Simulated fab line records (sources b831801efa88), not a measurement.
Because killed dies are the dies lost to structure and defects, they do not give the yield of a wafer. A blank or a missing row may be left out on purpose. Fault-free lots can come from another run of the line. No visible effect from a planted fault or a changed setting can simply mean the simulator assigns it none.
What tool caused it? :: flow sky130 :: 10 lots with 30 wafers sampled at 4 steps, on a route of 708 steps

== WHAT EACH GAUGE READ, for each wafer ==
SKY_FIELD_ISO_THK_MEAS_04. Usual: for FIELD_ISO_CVD_03_THK the level is 165.5 nm and the standard deviation is 1.4.
lot: L665
measured: day 2 16:28
on: film-metro-02
FIELD_ISO_CVD_03_THK (nm): 164.8 164.1 163.8
flag: 

lot: L666
measured: day 2 20:49
on: film-metro-02
FIELD_ISO_CVD_03_THK (nm): 166.7 165.8 166.1
flag: 

lot: L667
measured: day 3 03:05
on: film-metro-01
FIELD_ISO_CVD_03_THK (nm): 167.9 167.0 167.9
flag: 

lot: L668
measured: day 3 05:29
on: film-metro-03
FIELD_ISO_CVD_03_THK (nm): 166.6 167.1 168.3
flag: 

lot: L672
measured: day 4 02:57
on: film-metro-02
FIELD_ISO_CVD_03_THK (nm): 163.6 163.6 163.9
flag: 

lot: L677
measured: day 5 02:53
on: film-metro-01
FIELD_ISO_CVD_03_THK (nm): 164.9 164.7 165.6
flag: 

lot: L679
measured: day 5 12:30
on: film-metro-03
FIELD_ISO_CVD_03_THK (nm): 165.5 166.0 166.0
flag: 

lot: L680
measured: day 5 17:53
on: film-metro-01
FIELD_ISO_CVD_03_THK (nm): 164.2 164.4 163.3
flag: 

lot: L682
measured: day 6 03:29
on: film-metro-01
FIELD_ISO_CVD_03_THK (nm): 163.2 164.5 165.1
flag: 

lot: L683
measured: day 6 09:02
on: film-metro-02
FIELD_ISO_CVD_03_THK (nm): 167.8 167.7 168.0
flag: 

SKY_POLY_GATE_THK_MEAS_21. Usual: for POLY_GATE_OXIDATION_THK the level is 4.02 nm and the standard deviation is 0.074.
lot: L665
measured: day 18 14:14
on: film-metro-01
POLY_GATE_OXIDATION_THK (nm): 4.19 4.22 4.16
flag: 

lot: L666
measured: day 19 02:36
on: film-metro-03
POLY_GATE_OXIDATION_THK (nm): 3.99 4.01 4.14
flag: 

lot: L667
measured: day 19 11:18
on: film-metro-01
POLY_GATE_OXIDATION_THK (nm): 4.14 4.03 4.04
flag: 

lot: L668
measured: day 19 13:54
on: film-metro-04
POLY_GATE_OXIDATION_THK (nm): 4.04 4.02 4.08
flag: 

lot: L672
measured: day 21 06:34
on: film-metro-03
POLY_GATE_OXIDATION_THK (nm): 4.00 3.94 3.94
flag: 

lot: L677
measured: day 22 20:33
on: film-metro-03
POLY_GATE_OXIDATION_THK (nm): 5.86 5.81 5.81 5.84 5.81 5.83
flag: OFF

lot: L679
measured: day 23 14:46
on: film-metro-04
POLY_GATE_OXIDATION_THK (nm): 5.88 5.90 5.95 5.82 5.91 5.94
flag: OFF

lot: L680
measured: day 23 20:24
on: film-metro-04
POLY_GATE_OXIDATION_THK (nm): 5.84 6.01 5.95 5.91 6.00 5.96
flag: OFF

lot: L682
measured: day 24 13:13
on: film-metro-03
POLY_GATE_OXIDATION_THK (nm): 4.09 4.08 4.04
flag: 

lot: L683
measured: day 24 21:38
on: film-metro-04
POLY_GATE_OXIDATION_THK (nm): 4.00 3.91 4.09
flag: 

== EACH LOT AND THE TOOL THAT RAN IT (in order: tool; ch and the chambers of the sampled wafers; start) ==
lot: L665
SKY_NWELL_STRIP_14: plasma-asher-04 ch 0,1, day 5 19:59
SKY_POLY_GATE_OXIDATION_20: furnace-01 ch 0, day 18 12:59

lot: L666
SKY_NWELL_STRIP_14: plasma-asher-01 ch 0,1, day 6 02:17
SKY_POLY_GATE_OXIDATION_20: furnace-01 ch 0, day 19 01:21

lot: L667
SKY_NWELL_STRIP_14: plasma-asher-01 ch 0,1, day 6 11:31
SKY_POLY_GATE_OXIDATION_20: furnace-02 ch 0, day 19 10:02

lot: L668
SKY_NWELL_STRIP_14: plasma-asher-02 ch 0,1, day 6 12:17
SKY_POLY_GATE_OXIDATION_20: furnace-01 ch 0, day 19 12:39

lot: L672
SKY_NWELL_STRIP_14: plasma-asher-02 ch 0,1, day 7 11:59
SKY_POLY_GATE_OXIDATION_20: furnace-02 ch 0, day 21 05:19

lot: L677
SKY_NWELL_STRIP_14: plasma-asher-04 ch 0,1, day 8 16:35
SKY_POLY_GATE_OXIDATION_20: furnace-02 ch 0, day 22 19:18

lot: L679
SKY_NWELL_STRIP_14: plasma-asher-02 ch 0,1, day 9 05:50
SKY_POLY_GATE_OXIDATION_20: furnace-02 ch 0, day 23 13:30

lot: L680
SKY_NWELL_STRIP_14: plasma-asher-02 ch 0,1, day 9 10:14
SKY_POLY_GATE_OXIDATION_20: furnace-02 ch 0, day 23 19:08

lot: L682
SKY_NWELL_STRIP_14: plasma-asher-01 ch 0,1, day 9 21:38
SKY_POLY_GATE_OXIDATION_20: furnace-01 ch 0, day 24 11:57

lot: L683
SKY_NWELL_STRIP_14: plasma-asher-01 ch 0,1, day 10 04:23
SKY_POLY_GATE_OXIDATION_20: furnace-01 ch 0, day 24 20:22
- SKY_NWELL_STRIP_14: strips in O2/N2.
- SKY_POLY_GATE_OXIDATION_20: stabilise 600 s, purge 300 s, target thk 4 nm.

== WHAT THE TOOLS THEMSELVES READ (means of the sampled wafers that have a number; where no wafer has one, the mark that the record gives instead) ==
SKY_NWELL_STRIP_14. Usual: drypump-motor-current-A 5.7 A, standard deviation 0.31; n2-flow-sccm 300.2 sccm, standard deviation 0.84; oes-product-au 0.722 a.u., standard deviation 0.0044; strip-time-to-endpoint-s 36.95 s, standard deviation 0.11.
lot: L665
tool: plasma-asher-04
drypump-motor-current-A (A): 5.2
n2-flow-sccm (sccm): 300.6
oes-product-au (a.u.): 0.721
strip-time-to-endpoint-s (s): 36.96
flag: 

lot: L666
tool: plasma-asher-01
drypump-motor-current-A (A): 5.8
n2-flow-sccm (sccm): 299.9
oes-product-au (a.u.): 0.723
strip-time-to-endpoint-s (s): 36.85
flag: 

lot: L667
tool: plasma-asher-01
drypump-motor-current-A (A): 5.9
n2-flow-sccm (sccm): 299.5
oes-product-au (a.u.): 0.725
strip-time-to-endpoint-s (s): 36.89
flag: 

lot: L668
tool: plasma-asher-02
drypump-motor-current-A (A): 5.9
n2-flow-sccm (sccm): 299.5
oes-product-au (a.u.): 0.726
strip-time-to-endpoint-s (s): 37.07
flag: 

lot: L672
tool: plasma-asher-02
drypump-motor-current-A (A): 5.9
n2-flow-sccm (sccm): 300.4
oes-product-au (a.u.): 0.721
strip-time-to-endpoint-s (s): 36.92
flag: 

lot: L677
tool: plasma-asher-04
drypump-motor-current-A (A): 5.3
n2-flow-sccm (sccm): 300.8
oes-product-au (a.u.): 0.721
strip-time-to-endpoint-s (s): 36.94
flag: 

lot: L679
tool: plasma-asher-02
drypump-motor-current-A (A): 5.8
n2-flow-sccm (sccm): 300.6
oes-product-au (a.u.): 0.721
strip-time-to-endpoint-s (s): 36.77
flag: 

lot: L680
tool: plasma-asher-02
drypump-motor-current-A (A): 5.9
n2-flow-sccm (sccm): 300.3
oes-product-au (a.u.): 0.722
strip-time-to-endpoint-s (s): 36.95
flag: 

lot: L682
tool: plasma-asher-01
drypump-motor-current-A (A): 5.9
n2-flow-sccm (sccm): 299.4
oes-product-au (a.u.): 0.720
strip-time-to-endpoint-s (s): 36.95
flag: 

lot: L683
tool: plasma-asher-01
drypump-motor-current-A (A): 5.9
n2-flow-sccm (sccm): 300.8
oes-product-au (a.u.): 0.723
strip-time-to-endpoint-s (s): 37.18
flag: 

SKY_POLY_GATE_OXIDATION_20. Usual: spike-tc-bottom-C 866.1 C, standard deviation 2; spike-tc-centre-C 849.8 C, standard deviation 0.99; spike-tc-lower-C 850.8 C, standard deviation 1.1; spike-tc-top-C 861.5 C, standard deviation 1.3; spike-tc-upper-C 848.6 C, standard deviation 1.1; zone-power-bottom-pct 26.4 %, standard deviation 0.3; zone-power-centre-pct 16.1 %, standard deviation 1.6; zone-power-lower-pct 16.5 %, standard deviation 1.4; zone-power-upper-pct 16.6 %, standard deviation 0.3.
lot: L665
tool: furnace-01
spike-tc-bottom-C (C): 867.6
spike-tc-centre-C (C): 849.2
spike-tc-lower-C (C): 851.2
spike-tc-top-C (C): 861.0
spike-tc-upper-C (C): 848.9
zone-power-bottom-pct (%): 26.4
zone-power-centre-pct (%): 14.8
zone-power-lower-pct (%): 15.3
zone-power-upper-pct (%): 16.7
flag: 

lot: L666
tool: furnace-01
spike-tc-bottom-C (C): 867.7
spike-tc-centre-C (C): 849.6
spike-tc-lower-C (C): 850.7
spike-tc-top-C (C): 859.6
spike-tc-upper-C (C): 848.9
zone-power-bottom-pct (%): 26.3
zone-power-centre-pct (%): 14.7
zone-power-lower-pct (%): 15.3
zone-power-upper-pct (%): 16.7
flag: 

lot: L667
tool: furnace-02
spike-tc-bottom-C (C): 864.1
spike-tc-centre-C (C): 848.6
spike-tc-lower-C (C): 850.3
spike-tc-top-C (C): 862.3
spike-tc-upper-C (C): 847.7
zone-power-bottom-pct (%): 26.6
zone-power-centre-pct (%): 18.1
zone-power-lower-pct (%): 18.1
zone-power-upper-pct (%): 16.3
flag: 

lot: L668
tool: furnace-01
spike-tc-bottom-C (C): 866.6
spike-tc-centre-C (C): 849.9
spike-tc-lower-C (C): 851.1
spike-tc-top-C (C): 861.7
spike-tc-upper-C (C): 849.1
zone-power-bottom-pct (%): 26.3
zone-power-centre-pct (%): 14.7
zone-power-lower-pct (%): 15.4
zone-power-upper-pct (%): 16.8
flag: 

lot: L672
tool: furnace-02
spike-tc-bottom-C (C): 864.3
spike-tc-centre-C (C): 849.8
spike-tc-lower-C (C): 851.0
spike-tc-top-C (C): 860.7
spike-tc-upper-C (C): 847.7
zone-power-bottom-pct (%): 26.4
zone-power-centre-pct (%): 17.9
zone-power-lower-pct (%): 18.2
zone-power-upper-pct (%): 16.2
flag: 

lot: L677
tool: furnace-02
spike-tc-bottom-C (C): 896.9
spike-tc-centre-C (C): 881.9
spike-tc-lower-C (C): 882.3
spike-tc-top-C (C): 894.5
spike-tc-upper-C (C): 881.0
zone-power-bottom-pct (%): 28.6
zone-power-centre-pct (%): 19.4
zone-power-lower-pct (%): 19.5
zone-power-upper-pct (%): 17.4
flag: OFF

lot: L679
tool: furnace-02
spike-tc-bottom-C (C): 895.6
spike-tc-centre-C (C): 880.8
spike-tc-lower-C (C): 882.8
spike-tc-top-C (C): 894.4
spike-tc-upper-C (C): 880.1
zone-power-bottom-pct (%): 28.8
zone-power-centre-pct (%): 19.5
zone-power-lower-pct (%): 19.6
zone-power-upper-pct (%): 17.6
flag: OFF

lot: L680
tool: furnace-02
spike-tc-bottom-C (C): 895.7
spike-tc-centre-C (C): 881.0
spike-tc-lower-C (C): 882.5
spike-tc-top-C (C): 894.1
spike-tc-upper-C (C): 880.0
zone-power-bottom-pct (%): 28.4
zone-power-centre-pct (%): 19.5
zone-power-lower-pct (%): 19.4
zone-power-upper-pct (%): 17.4
flag: OFF

lot: L682
tool: furnace-01
spike-tc-bottom-C (C): 867.3
spike-tc-centre-C (C): 850.0
spike-tc-lower-C (C): 850.9
spike-tc-top-C (C): 860.4
spike-tc-upper-C (C): 848.4
zone-power-bottom-pct (%): 26.4
zone-power-centre-pct (%): 14.8
zone-power-lower-pct (%): 15.2
zone-power-upper-pct (%): 16.6
flag: 

lot: L683
tool: furnace-01
spike-tc-bottom-C (C): 867.6
spike-tc-centre-C (C): 849.7
spike-tc-lower-C (C): 850.5
spike-tc-top-C (C): 861.2
spike-tc-upper-C (C): 849.0
zone-power-bottom-pct (%): 26.1
zone-power-centre-pct (%): 14.7
zone-power-lower-pct (%): 15.3
zone-power-upper-pct (%): 16.8
flag: 

== THE ANSWER, worked out from the rows above alone ==
Rule: a lot is off if the mean of its wafers that have a number lies more than 3 standard deviations from the usual mean. Also off: a lot with no number at a reading for which 4 or more lots have one. Any other lot the step has rows for is counted as sound. First the gauges in route order, then the tools' own readings, where a lot's mean is used as printed above. The first step at which some lot is off is used, and at that step the reading that is off furthest; a lot without a number counts as furthest.
Off: L677, L679, L680, seen at SKY_POLY_GATE_THK_MEAS_21 (POLY_GATE_OXIDATION_THK).
If a tool, at a process step before that reading, ran all the lots that are off and no sound lot after the first of them, it fits. The gauges at SKY_POLY_GATE_THK_MEAS_21 aren't tried: what is off there is off at SKY_POLY_GATE_OXIDATION_20 too, on other tools, and a gauge's error can't cause that. One candidate fits, namely furnace-02 at SKY_POLY_GATE_OXIDATION_20. Its last sound lot is L672 (day 21 05:19), its first lot that is off L677 (day 22 19:18): a fault that began between those two fits.
The tool's own readings at SKY_POLY_GATE_OXIDATION_20 bear it out: on the lots that are off they differ by more than 5 times the standard deviation of the sound lots' means. spike-tc-bottom-C reads 896.1 C there against 866.5 C on the sound lots; spike-tc-centre-C reads 881.2 C there against 849.5 C on the sound lots; spike-tc-lower-C reads 882.5 C there against 850.8 C on the sound lots; spike-tc-top-C reads 894.3 C there against 861.0 C on the sound lots; spike-tc-upper-C reads 880.4 C there against 848.5 C on the sound lots; zone-power-bottom-pct reads 28.6 % there against 26.4 % on the sound lots.

== WHAT THE SIMULATOR PUT IN ==
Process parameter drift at SKY_POLY_GATE_OXIDATION_20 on furnace-02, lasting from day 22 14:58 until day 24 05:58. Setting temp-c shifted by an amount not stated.
Lots struck among those shown: L677, L679, L680. This agrees with what the rule above found.
